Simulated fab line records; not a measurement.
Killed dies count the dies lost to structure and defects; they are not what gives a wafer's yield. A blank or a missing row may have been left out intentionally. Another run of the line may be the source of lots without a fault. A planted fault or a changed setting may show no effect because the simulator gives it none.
2 desks looking at one fault || flow gf180mcu || every desk sees just its own numbers, and what lay behind them comes last

== AT THE METROLOGY DESK ==
What the gauges read, lot by lot, whatever tool the lot ran on: means of the sampled wafers that have a number. Any lot whose mean is over 4 standard deviations away from the usual mean is out of limits and marked OUT; that distance is given in the brackets.
Columns: A = STI_CVD_23_THK at GF_STI_THK_MEAS_24, usual 648 nm; B = HV_LDD_2_TW at GF_HV_LDD_TW_MEAS_23, usual 1049
{"lot": "L718", "first seen here": "day 2 09:37", "A": 656, "B": 1049}
{"lot": "L719", "first seen here": "day 2 14:28", "A": 659, "B": 1051}
{"lot": "L720", "first seen here": "day 2 18:48", "A": 642, "B": 1057}
{"lot": "L721", "first seen here": "day 3 00:01", "A": 646, "B": 1047}
{"lot": "L724", "first seen here": "day 3 15:43", "A": 649, "B": 1041}
{"lot": "L725", "first seen here": "day 3 22:05", "A": 651, "B": 1059}
{"lot": "L727", "first seen here": "day 4 07:15", "A": 648, "B": 1040}
{"lot": "L730", "first seen here": "day 4 22:01", "A": 637, "B": 1054}
{"lot": "L733", "first seen here": "day 5 13:40", "A": 627, "B": 1049}
{"lot": "L735", "first seen here": "day 6 00:05", "A": "610 (-5.1) OUT", "B": 1060}
{"lot": "L737", "first seen here": "day 6 10:28", "A": 649, "B": 1050}
{"lot": "L738", "first seen here": "day 6 17:47", "A": 648, "B": 1062}
{"lot": "L740", "first seen here": "day 7 02:22", "A": 647, "B": 1035}
Finding of this desk: L735 out of limits, first seen on L735 at day 6 00:05 (STI_CVD_23_THK at GF_STI_THK_MEAS_24). L718, L719, L720, L721, L724, L725, L727, L730, L733, L737, L738, L740: within limits.

== TOOL OWNER'S DESK, hdpcvd-02 ==
The tool's own readings at GF_STI_CVD_23 (deposits SiO2, target thk 650 nm, time 108.3 s): means of the sampled wafers that have a number, for each lot that ran on this tool. Any lot whose mean is over 4 standard deviations away from the usual mean is out of limits and marked OUT; that distance is given in the brackets.
Columns: A = pressure-mtorr at GF_STI_CVD_23, usual 5.999 mTorr; B = sih4-flow-sccm at GF_STI_CVD_23, usual 60.02 sccm
{"lot": "L720", "first seen here": "day 2 18:43", "A": 6.002, "B": 60.32}
{"lot": "L721", "first seen here": "day 2 23:56", "A": 6.003, "B": 59.94}
{"lot": "L724", "first seen here": "day 3 15:37", "A": 5.995, "B": 60.16}
{"lot": "L725", "first seen here": "day 3 21:59", "A": 6.000, "B": 60.05}
{"lot": "L727", "first seen here": "day 4 07:10", "A": 5.993, "B": 60.12}
{"lot": "L730", "first seen here": "day 4 21:56", "A": 6.009, "B": 59.95}
{"lot": "L733", "first seen here": "day 5 13:34", "A": 6.011, "B": 60.37}
{"lot": "L735", "first seen here": "day 5 23:59", "A": 5.980, "B": 59.84}
This desk's finding: nothing out of limits on any of the 8 lots.

== TAKEN TOGETHER ==
On L735, the metrology desk was in a position to raise an alarm at day 6 00:05.
The desk of the tool owner found nothing out of limits.
On record at the tool owner's desk: L735, within its limits.
On hdpcvd-02, each named lot ran GF_STI_CVD_23.

== WHAT THE SIMULATOR HAD INSERTED ==
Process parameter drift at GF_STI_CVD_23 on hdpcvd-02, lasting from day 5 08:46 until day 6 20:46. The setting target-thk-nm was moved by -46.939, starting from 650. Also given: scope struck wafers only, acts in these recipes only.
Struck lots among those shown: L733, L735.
Time in hours between the start of the fault and the first out-of-limits reading at each desk: metrology desk, 15.
